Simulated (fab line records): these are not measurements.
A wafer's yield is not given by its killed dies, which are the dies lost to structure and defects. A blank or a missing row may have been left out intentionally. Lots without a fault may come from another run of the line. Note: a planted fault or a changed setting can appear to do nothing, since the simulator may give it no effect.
8D (eight disciplines) problem report, filled in by code ; flow sky130 ; the parts of the form that need people (team, actions taken, sign-off) are left out

1. PROBLEM STATEMENT
Across 6 wafers from 2 lots, GATE_OXIDE_OXIDATION_00_THK at SKY_GATE_OXIDE_THK_MEAS_02 averages 8.87 nm, while fault-free wafers read 10.15 nm with a standard deviation of 0.17. Measured from the usual mean, that is -7.5 standard deviations.
The first sign was on wafer L453.1 at day 18 17:55, on film metro-03. The record has a number at this step for 33 wafers belonging to 11 lots. By rule, "out" or "out of limits" means more than 4 standard deviations away from the usual mean. All remaining wafers that have a number are taken as sound.

2. WHAT IT IS; WHAT IT IS NOT
question;is;is not
which readings at this step;GATE_OXIDE_OXIDATION_00_THK;-
which lots;L453, L456;L437, L438, L439, L442, L443, L444, L450, L457, L458
which wafers of those lots;all that have a number;-
read on which gauges;film metro-03, film metro-04;film metro-01
when;from day 18 17:55;"up to then (21 sound wafers); but 6 sound wafers of L457, L458 came after"

3. SUSPECTS, AND WHAT RULES EACH OUT
Counting: a tool at any process step up to the reading remains a suspect when it ran all the lots that are out and ran no sound lot after the first of those.
- the gauge at SKY_GATE_OXIDE_THK_MEAS_02 has been ruled out. The wafers that are out were read on 2 gauges (film metro-03, film metro-04).
- furnace-01 at SKY_GATE_OXIDE_OXIDATION_01 (stabilise 600 s, purge 300 s, target thk 10.268 nm): kept. It ran every lot that is out, first L453 (day 18 16:30), and no sound lot after that; its last sound lot up to then is L450 (day 17 15:23). Out on those wafers are its own readings of spike tc bottom C, spike tc centre C, spike tc lower C, spike tc top C, spike tc upper C, tube center temp C, tube_center_temp_C_max.
Left after counting: furnace-01 at SKY_GATE_OXIDE_OXIDATION_01.

4. THE CAUSE (what the simulator had put in)
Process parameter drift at SKY_GATE_OXIDE_OXIDATION_01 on furnace-01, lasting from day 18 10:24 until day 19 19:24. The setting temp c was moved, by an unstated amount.
After counting, this tool was the only one left.

5. SEQUENCE OF EFFECTS, ordered by route
One row per reading whose mean, taken over the struck wafers that have a number, lies over 3 standard deviations from the usual. Readings are gone through only where the record gives a usual standard deviation; hours: the median, over the lots, of the time from a lot's start at the first step in this table giving one to that lot's start at this step; sigmas: the change measured in usual standard deviations.
hours;step;reading;usual;on struck wafers;change;sigmas
0;SKY_GATE_OXIDE_OXIDATION_01;spike tc bottom C;917.4 C;903.9;-13.5;-11
0;SKY_GATE_OXIDE_OXIDATION_01;spike tc centre C;900.0 C;887.2;-12.8;-13
0;SKY_GATE_OXIDE_OXIDATION_01;spike tc lower C;900.7 C;887.2;-13.5;-11
0;SKY_GATE_OXIDE_OXIDATION_01;spike tc top C;910.1 C;895.7;-14.4;-11
0;SKY_GATE_OXIDE_OXIDATION_01;spike tc upper C;900.3 C;887.1;-13.2;-8.8
0;SKY_GATE_OXIDE_OXIDATION_01;tube center temp C;900 C;887;-13;-99 or more
0;SKY_GATE_OXIDE_OXIDATION_01;tube_center_temp_C_max;902.3;889.2;-13.1;-34
1;SKY_GATE_OXIDE_THK_MEAS_02;GATE_OXIDE_OXIDATION_00_THK;10.15 nm;8.87;-1.28;-7.5
It contains these process steps:
- SKY_GATE_OXIDE_OXIDATION_01: stabilise 600 s, purge 300 s, target thk 10.268 nm.

6. WHAT WOULD HAVE CAUGHT IT SOONER
Counted from the fault's start at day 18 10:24, it took 8 hours until the first out-of-limits reading at a measuring or inspecting step in this record, taken at day 18 17:55.
Tool's own readings at SKY_GATE_OXIDE_OXIDATION_01, spike tc bottom C, spike tc centre C, spike tc lower C, spike tc top C, spike tc upper C, tube center temp C, tube_center_temp_C_max: out on all struck wafers the step has rows for; an alarm limit on them would have tripped on the first.
Among the 2 lots that are out, L456 began SKY_GATE_OXIDE_OXIDATION_01 on furnace-01 after day 18 17:55. A hold on the tool at that time would have spared it.
